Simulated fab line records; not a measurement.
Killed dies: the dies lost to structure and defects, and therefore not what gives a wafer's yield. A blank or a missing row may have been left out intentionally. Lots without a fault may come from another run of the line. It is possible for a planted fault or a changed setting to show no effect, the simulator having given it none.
Which tool is to blame? | flow sfq line | at 1 step of a route of 325, 14 lots with 42 wafers sampled

WHAT THE GAUGES READ, wafer by wafer
SFQ_I4_BOW_MEAS_927. Usual: I4_BOW typically reads 6 um, with standard deviation 8.3.
lot  | measured     | on            | I4_BOW (um) | flag
L358 | day 36 23:48 | film metro-03 | 11 10 8     |
L359 | day 37 00:13 | film metro-04 | 12 7 11     |
L361 | day 40 16:05 | film metro-03 | 9 14 9      |
L364 | day 45 23:27 | film metro-04 | 1 14 2      |
L365 | day 46 04:15 | film metro-03 | 0 -7 -5     |
L368 | day 48 01:09 | film metro-04 | -4 1 2      |
L373 | day 49 15:28 | film metro-03 | 2 2 3       |
L375 | day 51 10:37 | film metro-03 | 4 -5 4      |
L376 | day 51 19:37 | film metro-03 | 23 4 7      |
L377 | day 51 22:39 | film metro-03 | 10 10 20    |
L378 | day 51 23:34 | film metro-04 | -5 3 11     |
L379 | day 52 02:35 | film metro-03 | 4 13 6      |
L380 | day 52 08:35 | film metro-02 | -14 1 3     |
L381 | day 52 10:37 | film metro-04 | 4 -1 4      |

WHAT TOOL EACH LOT RAN ON (gives the tool, then ch and the chambers of the sampled wafers, and finally the start)
The record holds no process step before these readings.

WHAT THE TOOLS THEMSELVES READ (means of the sampled wafers that have a number; where no wafer has one, the mark that the record gives instead)
The record holds no such reading with a usual standard deviation.

THE ANSWER, worked out from the rows above alone
Rule: a lot counts as off when the mean over its wafers that have a number is more than 3 standard deviations away from the usual mean. A lot without any number at a reading at which 4 lots or more have one is off too. The other lots that the step has rows for count as sound. After the gauges, taken in route order, come the tools' own readings; for these a lot's mean is taken, as printed above. The first step at which some lot is off is used, and at that step the reading that is off furthest; a lot without a number counts as furthest.
No lot is off on any of the readings shown, so nothing can be concluded from this.

WHAT THE SIMULATOR HAD INSERTED
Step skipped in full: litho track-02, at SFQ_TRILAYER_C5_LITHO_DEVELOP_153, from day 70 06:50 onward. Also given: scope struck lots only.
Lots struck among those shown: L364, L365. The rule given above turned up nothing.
